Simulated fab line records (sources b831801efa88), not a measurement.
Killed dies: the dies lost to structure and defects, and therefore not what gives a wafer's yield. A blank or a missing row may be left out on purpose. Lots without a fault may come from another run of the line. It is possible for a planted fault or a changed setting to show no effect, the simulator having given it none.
One fault through the eyes of 2 desks || flow gf180mcu || what lay behind the numbers comes last; until then each desk has only its own

== THE METROLOGY DESK ==
Lot by lot, what the gauges showed, no matter which tool ran the lot: averages of those sampled wafers that carry a number. The brackets show how far a lot's mean lies from the usual mean; more than 4 standard deviations puts the lot out of limits, marked OUT.
Columns: A = MVPSD_TW at GF_MVPSD_TW_MEAS_11, usual 553; B = VT_IMPLANT_03_OVL at GF_VT_IMPLANT_OVL_MEAS_40, usual 0.4 nm; C = MVPSD_RS at GF_VT_IMPLANT_RS_MEAS_49, usual 1169.0 ohm/sq
{"lot": "L507", "first seen here": "day 5 04:32", "A": 547, "B": 1.3, "C": 1171.2}
{"lot": "L508", "first seen here": "day 5 08:14", "A": 545, "B": -0.5, "C": 1170.8}
{"lot": "L509", "first seen here": "day 5 12:54", "A": 551, "B": 0.3, "C": 1169.9}
{"lot": "L510", "first seen here": "day 5 21:41", "A": 558, "B": 0.6, "C": 1165.6}
{"lot": "L511", "first seen here": "day 6 03:55", "A": 543, "B": -0.2, "C": 1167.0}
{"lot": "L519", "first seen here": "day 8 02:14", "A": "753 (+39) OUT", "B": 3.4, "C": "577.6 (-99 or more) OUT"}
{"lot": "L520", "first seen here": "day 8 13:26", "A": "769 (+42) OUT", "B": 0.7, "C": "574.8 (-99 or more) OUT"}
{"lot": "L522", "first seen here": "day 8 18:35", "A": 552, "B": 2.1, "C": 1169.8}
{"lot": "L525", "first seen here": "day 9 12:26", "A": 557, "B": 1.1, "C": 1170.0}
{"lot": "L526", "first seen here": "day 9 17:29", "A": 558, "B": -1.5, "C": 1170.7}
{"lot": "L528", "first seen here": "day 10 07:09", "A": 548, "B": -1.2, "C": 1169.2}
{"lot": "L530", "first seen here": "day 10 19:25", "A": 556, "B": 0.7, "C": 1165.3}
This desk finds L519, L520 out of limits, with the earliest case on L519 at day 8 02:14 (MVPSD_TW at GF_MVPSD_TW_MEAS_11). L507, L508, L509, L510, L511, L522, L525, L526, L528, L530 stayed within limits.

== AT THE TOOL OWNER'S DESK: implanter-02 ==
GF_MVPSD_IMPLANT_09, tool's own readings: per-lot mean of the sampled wafers with a number, covering each lot this tool ran. The brackets show how far a lot's mean lies from the usual mean; more than 4 standard deviations puts the lot out of limits, marked OUT.
Columns: A = dose_ions_cm2 at GF_MVPSD_IMPLANT_09, usual 5e+12; B = faraday_current_uA at GF_MVPSD_IMPLANT_09, usual 28.2
{"lot": "L507", "first seen here": "day 5 04:14", "A": 5e+12, "B": 28.4}
{"lot": "L519", "first seen here": "day 8 01:59", "A": "6e+13 (+99 or more) OUT", "B": "326.0 (+99 or more) OUT"}
{"lot": "L520", "first seen here": "day 8 13:11", "A": "6e+13 (+99 or more) OUT", "B": "319.6 (+99 or more) OUT"}
This desk finds L519, L520 out of limits, L519 being first, at day 8 01:59 (dose_ions_cm2 at GF_MVPSD_IMPLANT_09). L507 stayed within limits.

== ALL TOGETHER ==
At day 8 01:59, on L519, L520, the tool owner's desk was in a position to raise an alarm.
An alarm was possible from the metrology desk at day 8 02:14, on L519, L520.
Every lot named ran GF_MVPSD_IMPLANT_09 on implanter-02.

== WHAT HAD BEEN PUT IN BY THE SIMULATOR ==
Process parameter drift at GF_MVPSD_IMPLANT_09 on implanter-02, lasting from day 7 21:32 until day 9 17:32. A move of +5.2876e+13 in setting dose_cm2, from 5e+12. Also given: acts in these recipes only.
Struck lots among those shown: L519, L520.
Fault start to first reading out of limits, in hours, per desk: tool owner, 4; metrology, 5.
